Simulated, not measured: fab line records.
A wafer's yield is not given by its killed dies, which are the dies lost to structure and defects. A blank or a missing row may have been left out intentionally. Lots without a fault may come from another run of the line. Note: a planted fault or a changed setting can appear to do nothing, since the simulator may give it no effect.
fab line records | flow sky130
record lots=6 wafers=18 last-day=50
route steps=708 shown SONOS_ONO@180 GATE_OXIDE@187
lots that met no fault: taken from a fault-free run of the same line
start-h: hours from the record's first day to the start of the lot's first wafer shown | wait-h: time in hours since the lot's previous step | " the same as in the row above | L1.1+2: several wafers, shown together as one row | - no value, or no start given | * or withheld: withheld | < > ~ a bound
route shown NAME@n: names a module that has steps shown in the file, with the first one's number in the route | usual: mean and standard deviation over wafers with no fault | same: alike in all rows | chamber/n: place in a boat | sites: readings site by site | _std_site: standard deviation across them | _edge_site: inner sites' mean taken away from outer sites' mean | radius-mm: for every site, how far away it sits from the centre of the wafer | mask NAME#n: copy n | behind: the last tool/chamber to shape the wafer | hold: what put the lot on hold/how long, in hours/how the hold closed | device: names the non-switching transistor (n, p or np) | end of line: the tests these same wafers got at the end of their route | a step given without rows: its recipe and nothing more | killed: the dies lost at the first sort to structure and to defects; this is not the yield of the wafer | map: per-die view of a wafer (x killed, . not killed, _ where there is no die)
set.NAME: the setting as run; set.NAME@STEP: as run at that earlier step | model.NAME: the simulator's own value behind a step, which no gauge read
a table for each step, a row for each wafer; lots at some steps of the route
services: a tool's chamber out of use, with start hour (start-h, from the record's first day; less than 0 if before it), hours out, and reason
## steps
# step SKY_SONOS_ONO_DEVELOP_12
# recipe develop-time-s=60 dev-temp-c=23
# step SKY_SONOS_ONO_CD_MEAS_13
# recipe target-cd-nm=410
# usual cd-nm=409.5/2.2
# columns lot.wafer tool chamber start-h wait-h cd-nm
L657.2 cd-sem-02 - 296.66 0.1 410.9
L657.4 " - " " 412.1
L657.6 " - " " 411.6
L659.3 cd-sem-01 - 315.68 0.1 407.7
L659.4 " - " " 409.0
L659.5 " - " " 411.0
L672.1 cd-sem-02 - 413.49 0.1 408.6
L672.5 " - " " 407.8
L672.6 " - " " 410.1
L673.2 cd-sem-02 - 425.61 0.1 407.0
L673.3 " - " " 408.7
L673.4 " - " " 408.8
L675.1 cd-sem-01 - 437.50 0.1 411.1
L675.2 " - " " 410.6
L675.3 " - " " 410.3
L676.2 cd-sem-01 - 447.32 0.1 408.6
L676.3 " - " " 408.6
L676.4 " - " " 407.1
# step SKY_SONOS_ONO_OVL_MEAS_14
# usual SONOS_ONO_OVL=0.4/1.4
# columns lot.wafer tool chamber start-h wait-h SONOS_ONO_OVL[nm]
L657.2 overlay-02 - 296.77 0.1 -1.2
L657.4 " - " " -1.0
L657.6 " - " " -2.9
L659.3 overlay-02 - 315.77 0.1 -1.7
L659.4 " - " " -0.2
L659.5 " - " " -1.9
L672.1 overlay-02 - 413.61 0.1 3.9
L672.5 " - " " 3.2
L672.6 " - " " 3.1
L673.2 overlay-01 - 425.72 0.1 1.1
L673.3 " - " " -0.1
L673.4 " - " " -1.1
L675.1 overlay-01 - 437.62 0.1 -0.5
L675.2 " - " " 0.3
L675.3 " - " " -0.6
L676.2 overlay-02 - 447.42 0.1 0.8
L676.3 " - " " 0.5
L676.4 " - " " 2.2
# step SKY_SONOS_ONO_ETCH_15
# recipe target-depth-nm=19.52 chemistry=CHF3/O2 source-w=600 bias-w=200 pressure-mtorr=40 chf3-flow-sccm=50 O2_flow_sccm=5 time-s=7.8
# usual drypump-motor-current-A=5.9/0.36 oes-product-au=0.998/0.013 throttle-valve-pct=8.824/0.0093
# columns lot.wafer tool chamber start-h wait-h drypump-motor-current-A oes-product-au rf-hours-counter-h throttle-valve-pct
L657.2 rie-diel-04 1 296.80 0.0 6.4 1.011 15 8.834
L657.4 " 2 " " 6.1 0.990 10 8.829
L657.6 " 1 " " 6.4 1.020 - 8.839
L659.3 rie-diel-04 3 315.80 0.0 5.9 0.992 29 8.814
L659.4 " 1 " " 6.4 1.015 15 8.827
L659.5 " 1 " " 6.4 1.028 - 8.832
L672.1 rie-diel-03 1 413.65 0.0 6.1 1.001 8 8.816
L672.5 " 0 " " 5.9 0.997 - 8.815
L672.6 " 1 " " 6.1 1.001 - 8.823
L673.2 rie-diel-04 0 425.75 0.0 6.0 1.010 101 8.824
L673.3 " 1 " " 6.3 1.029 16 8.843
L673.4 " 2 " " 6.1 0.994 12 8.820
L675.1 rie-diel-03 3 437.65 0.0 6.5 0.989 23 8.813
L675.2 " 0 " " 5.9 1.003 1 8.829
L675.3 " 2 " " 5.6 0.993 1 8.831
L676.2 rie-diel-04 3 447.45 0.0 5.9 0.989 31 8.828
L676.3 " 2 " " 6.1 0.998 12 8.825
L676.4 " 3 " " 5.9 0.999 - 8.833
# step SKY_SONOS_ONO_WET_ETCH_16
# recipe chemistry=dHF target-depth-nm=14 dry=n2-spin target=SiO2 dilution=100:1 temp-c=25 time-s=280
# step SKY_SONOS_ONO_STRIP_17
# recipe chemistry=O2/N2 power-w=1400 pressure-mtorr=1500 platen-temp-c=withheld o2-flow-sccm=3000 n2-flow-sccm=300 overash-fraction=0.5
# usual drypump-motor-current-A=5.9/0.47 n2-flow-sccm=300.2/1 oes-product-au=0.710/0.0045 strip-time-to-endpoint-s=14.09/0.039
# columns lot.wafer tool chamber start-h wait-h drypump-motor-current-A n2-flow-sccm oes-product-au rf-hours-counter-h strip-time-to-endpoint-s
L657.2 plasma-asher-02 0 296.91 0.0 6.3 300.8 0.706 61 14.04
L657.4 " 0 " " 6.3 299.2 0.719 - 14.03
L657.6 " 1 " " 6.4 299.5 0.707 - 14.03
L659.3 plasma-asher-01 0 315.94 0.0 5.5 300.4 0.711 - 14.16
L659.4 " 1 " " 5.5 302.0 0.706 - 14.14
L659.5 " 0 " " 5.5 300.8 0.711 - 14.19
L672.1 plasma-asher-02 1 413.76 0.0 6.4 299.4 0.703 73 14.09
L672.5 " 0 " " 6.2 299.5 0.712 - 14.07
L672.6 " 1 " " 6.5 299.8 0.711 - 14.12
L673.2 plasma-asher-01 1 425.86 0.0 5.4 301.2 0.704 31 14.04
L673.3 " 0 " " 5.5 299.2 0.706 - 13.99
L673.4 " 1 " " 5.4 300.6 0.707 - 14.05
L675.1 plasma-asher-04 0 437.76 0.0 5.1 300.0 0.713 60 14.03
L675.2 " 1 " " 5.7 300.3 0.709 60 14.05
L675.3 " 0 " " 5.1 299.4 0.709 - 14.03
L676.2 plasma-asher-04 0 447.57 0.0 5.1 300.6 0.712 61 14.09
L676.3 " 1 " " 5.7 300.3 0.703 - 14.10
L676.4 " 0 " " 5.1 300.3 0.711 - 14.06
# step SKY_SONOS_ONO_WET_ETCH_18
# recipe chemistry=H3PO4 target-depth-nm=15 target=Si3N4 temp-c=160 time-s=172
# step SKY_GATE_OXIDE_CLEAN_00
# recipe chemistry=SC1/SC2 mix=1:4:20 temp-c=70 time-s=150 dry=n2-spin
# step SKY_GATE_OXIDE_OXIDATION_01
# recipe temp-c=900 ambient=O2 stabilise-s=600 purge-s=300 target-thk-a=102.68 ox-time-s=1473
# step SKY_GATE_OXIDE_THK_MEAS_02
# recipe reads=SiO2_of_GATE_OXIDE_OXIDATION_01
# usual GATE_OXIDE_OXIDATION_00_THK=10.27/0.18
# columns lot.wafer tool chamber start-h wait-h GATE_OXIDE_OXIDATION_00_THK[nm]
L657.2 film-metro-01 - 300.78 0.0 10.27
L657.4 " - " " 10.36
L657.6 " - " " 10.40
L659.3 film-metro-04 - 318.26 0.0 9.99
L659.4 " - " " 10.08
L659.5 " - " " 10.11
L672.1 film-metro-01 - 415.38 0.0 10.17
L672.5 " - " " 10.26
L672.6 " - " " 10.29
L673.2 film-metro-03 - 429.91 0.0 10.45
L673.3 " - " " 10.43
L673.4 " - " " 10.45
L675.1 film-metro-04 - 439.78 0.0 10.13
L675.2 " - " " 10.05
L675.3 " - " " 10.07
L676.2 film-metro-03 - 449.34 0.0 10.22
L676.3 " - " " 10.23
L676.4 " - " " 10.36
# step SKY_GATE_OXIDE_DEHYDRATE_03
# recipe temp-c=200 time-s=60
# step SKY_GATE_OXIDE_HMDS_04
# recipe prime-time-s=60 prime-temp-c=120
# step SKY_GATE_OXIDE_COAT_05
# recipe resist=NOVOLAK spin-rpm=3000 resist-thk-nm=1140
# usual exhaust-pa=45.2/0.89
# columns lot.wafer tool chamber start-h wait-h exhaust-pa model.NOVOLAK_of_GATE_OXIDE_COAT_05.thk-nm
L657.2 litho-track-02 0 313.23 0.1 45.8 1143
L657.4 " 0 " " 45.7 1137
L657.6 " 0 " " 45.0 1143
L659.3 litho-track-01 0 331.64 0.1 45.1 1139
L659.4 " 0 " " 44.9 1138
L659.5 " 0 " " 44.5 1139
L672.1 litho-track-01 0 430.29 0.1 46.4 1141
L672.5 " 0 " " 45.5 439.9
L672.6 " 0 " " 45.7 441
L673.2 litho-track-01 0 444.17 0.1 45.4 1141
L673.3 " 0 " " 43.5 1144
L673.4 " 0 " " 44.8 440.1
L675.1 litho-track-02 0 456.16 0.1 45.4 1138
L675.2 " 0 " " 44.2 1144
L675.3 " 0 " " 43.9 1140
L676.2 litho-track-04 0 464.62 0.1 44.8 1144
L676.3 " 0 " " 44.7 1141
L676.4 " 0 " " 43.3 1141
# step SKY_GATE_OXIDE_SOFTBAKE_06
# recipe temp-c=90 time-s=60 resist=NOVOLAK
# step SKY_GATE_OXIDE_EXPOSE_07
# recipe mask-id=LVOM na=0.6 source-shape=conventional sigma-outer=0.6 polarization=unpolarized target-cd-nm=600 dose-mj=170
# step SKY_GATE_OXIDE_PEB_08
# recipe temp-c=withheld time-s=* resist=NOVOLAK
# step SKY_GATE_OXIDE_DEVELOP_09
# recipe resist=NOVOLAK developer=TMAH develop-time-s=60 dev-temp-c=23
# usual exhaust-pa=45.0/0.89
# columns lot.wafer tool chamber start-h wait-h exhaust-pa model.NOVOLAK_of_GATE_OXIDE_COAT_05.thk-nm
L657.2 litho-track-04 0 326.77 0.1 44.7 1143
L657.4 " 0 " " 46.4 1137
L657.6 " 0 " " 46.0 1142
L659.3 litho-track-04 0 343.84 0.1 43.8 1138
L659.4 " 0 " " 43.5 1137
L659.5 " 0 " " 44.8 1139
L672.1 litho-track-01 0 445.39 0.1 45.7 1141
L672.5 " 0 " " 44.8 439.5
L672.6 " 0 " " 46.3 440.5
L673.2 litho-track-02 0 459.98 0.1 46.8 1141
L673.3 " 0 " " 45.8 1144
L673.4 " 0 " " 45.4 439.7
L675.1 litho-track-01 0 471.59 0.1 43.8 1138
L675.2 " 0 " " 44.9 1144
L675.3 " 0 " " 43.9 1140
L676.2 litho-track-02 0 479.78 0.1 44.4 1143
L676.3 " 0 " " 45.0 1141
L676.4 " 0 " " 45.4 1140
# step SKY_GATE_OXIDE_OVL_MEAS_10
# usual GATE_OXIDE_OVL=-1.0/1.6
# columns lot.wafer tool chamber start-h wait-h GATE_OXIDE_OVL[nm]
L657.2 overlay-01 - 326.90 0.1 -2.6
L657.4 " - " " -2.7
L657.6 " - " " -3.2
L659.3 overlay-02 - 343.95 0.1 -0.1
L659.4 " - " " 0.3
L659.5 " - " " -0.3
L672.1 overlay-02 - 445.54 0.1 -1.1
L672.5 " - " " -3.4
L672.6 " - " " -2.5
L673.2 overlay-02 - 460.11 0.1 -0.4
L673.3 " - " " -1.2
L673.4 " - " " -0.5
L675.1 overlay-01 - 471.74 0.1 -4.4
L675.2 " - " " -3.4
L675.3 " - " " -3.4
L676.2 overlay-01 - 479.91 0.1 -2.3
L676.3 " - " " -2.5
L676.4 " - " " -0.9
# step SKY_GATE_OXIDE_IMPLANT_11
# recipe species=B energy-kev=10 dose-cm2=2.6e+12 tilt-deg=withheld
# step SKY_GATE_OXIDE_WET_ETCH_12
# recipe chemistry=dHF target-depth-nm=16.8 dry=n2-spin target=SiO2 dilution=100:1 temp-c=25 time-s=336
# step SKY_GATE_OXIDE_STRIP_13
# recipe chemistry=O2/N2 power-w=1400 pressure-mtorr=1500 platen-temp-c=withheld o2-flow-sccm=3000 n2-flow-sccm=300 overash-fraction=0.5
# usual drypump-motor-current-A=5.7/0.44 n2-flow-sccm=300.0/0.88 oes-product-au=0.716/0.004 strip-time-to-endpoint-s=14.17/0.04
# columns lot.wafer tool chamber start-h wait-h drypump-motor-current-A n2-flow-sccm oes-product-au rf-hours-counter-h strip-time-to-endpoint-s
L657.2 plasma-asher-03 1 327.18 0.0 5.7 300.2 0.719 61 14.22
L657.4 " 1 " " 5.7 300.0 0.717 - 14.15
L657.6 " 1 " " 5.7 300.3 0.711 - 14.22
L659.3 plasma-asher-03 1 344.26 0.0 5.7 300.7 0.715 - 14.15
L659.4 " 0 " " 5.3 298.6 0.720 - 14.15
L659.5 " 1 " " 5.7 299.0 0.717 - 14.16
L672.1 plasma-asher-04 1 445.83 0.0 5.7 300.2 0.717 61 14.18
L672.5 " 1 " " 5.7 300.8 0.482 - 5.92
L672.6 " 0 " " 5.2 301.5 0.477 - 5.92
L673.2 plasma-asher-02 0 460.40 0.0 6.3 298.1 0.714 77 14.19
L673.3 " 1 " " 6.4 300.0 0.719 - 14.23
L673.4 " 0 " " 6.3 298.8 0.482 - 5.93
L675.1 plasma-asher-03 1 472.10 0.0 5.7 298.6 0.713 5 14.14
L675.2 " 0 " " 5.3 301.5 0.714 5 14.23
L675.3 " 1 " " 5.7 299.0 0.717 - 14.19
L676.2 plasma-asher-02 1 480.19 0.0 6.4 299.5 0.710 80 14.25
L676.3 " 1 " " 6.5 299.0 0.719 - 14.20
L676.4 " 0 " " 6.3 299.7 0.717 - 14.18
# step SKY_GATE_OXIDE_TW_MEAS_14
# usual GATE_OXIDE_TW=225.3/1.8
# columns lot.wafer tool chamber start-h wait-h GATE_OXIDE_TW
L657.2 film-metro-01 - 327.29 0.1 227.0
L657.4 " - " " 228.5
L657.6 " - " " 226.9
L659.3 film-metro-04 - 344.35 0.1 226.6
L659.4 " - " " 224.9
L659.5 " - " " 225.0
L672.1 film-metro-03 - 445.93 0.1 224.3
L672.5 " - " " 223.2
L672.6 " - " " 224.1
L673.2 film-metro-01 - 460.51 0.1 226.6
L673.3 " - " " 226.5
L673.4 " - " " 228.3
L675.1 film-metro-04 - 472.20 0.1 226.3
L675.2 " - " " 225.1
L675.3 " - " " 226.2
L676.2 film-metro-01 - 480.30 0.1 226.6
L676.3 " - " " 228.2
L676.4 " - " " 227.0
## services
# columns tool chamber start-h hours kind
plasma-asher-04 - 272.96 14.6 pm
plasma-asher-02 - 277.22 1.8 repair
rie-diel-03 3 309.83 9.3 repair
plasma-asher-03 - 316.40 4.0 repair
rie-diel-04 2 325.77 11.6 repair
rie-diel-03 2 338.72 - clean
plasma-asher-03 - 342.75 1.3 repair
plasma-asher-01 - 349.76 0.4 repair
rie-diel-04 1 369.12 5.1 repair
rie-diel-04 0 370.96 9.0 repair
rie-diel-03 1 389.17 2.1 repair
plasma-asher-04 - 393.46 4.5 repair
rie-diel-04 2 407.35 1.6 repair
plasma-asher-03 - 421.25 9.0 pm
plasma-asher-03 0 421.25 9.0 vent-cycle
plasma-asher-03 1 421.25 9.0 vent-cycle
rie-diel-04 - 426.82 14.6 pm
plasma-asher-03 0 430.25 - clean
plasma-asher-03 1 430.25 - clean
rie-diel-04 0 441.42 - clean
rie-diel-04 0 441.42 18.9 scheduled-down
rie-diel-04 0 441.42 18.9 vent-cycle
plasma-asher-04 - 459.72 28.1 pm
rie-diel-04 3 468.53 3.9 repair
## key
first-sign step=SKY_GATE_OXIDE_STRIP_13 reading=strip-time-to-endpoint-s direction=down sigmas=99+ usual=* struck=*
effect step=SKY_GATE_OXIDE_STRIP_13 reading=oes-product-au direction=down sigmas=59 usual=0.716 struck=0.480
model-effect step=SKY_GATE_OXIDE_COAT_05 value=NOVOLAK_of_GATE_OXIDE_COAT_05.thk-nm without=1144 struck=440.3
model-effect step=SKY_GATE_OXIDE_DEVELOP_09 value=NOVOLAK_of_GATE_OXIDE_COAT_05.thk-nm without=1143 struck=439.9
met-at SKY_GATE_OXIDE_COAT_05
struck-wafers L672.5,L672.6,L673.4
tester-left-out L672,L673
onset-between 331.64 430.29
fault kind=process-parameter-drift tool=litho-track-01 chamber=- onset-h=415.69 steps=SKY_GATE_OXIDE_COAT_05 channel=resist-thk-nm offset=-701.05 shape=step end-h=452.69 scope=struck-wafers-only acts-in=these-recipes-only stated=1140
# tester-left-out: of these lots the tester's yield and bins aren't shown, on N5 and GAA mostly nor the transistor test; their killed dies are dies lost to structure and defects alone, not to doping, threshold or leakage, so they don't give the yield
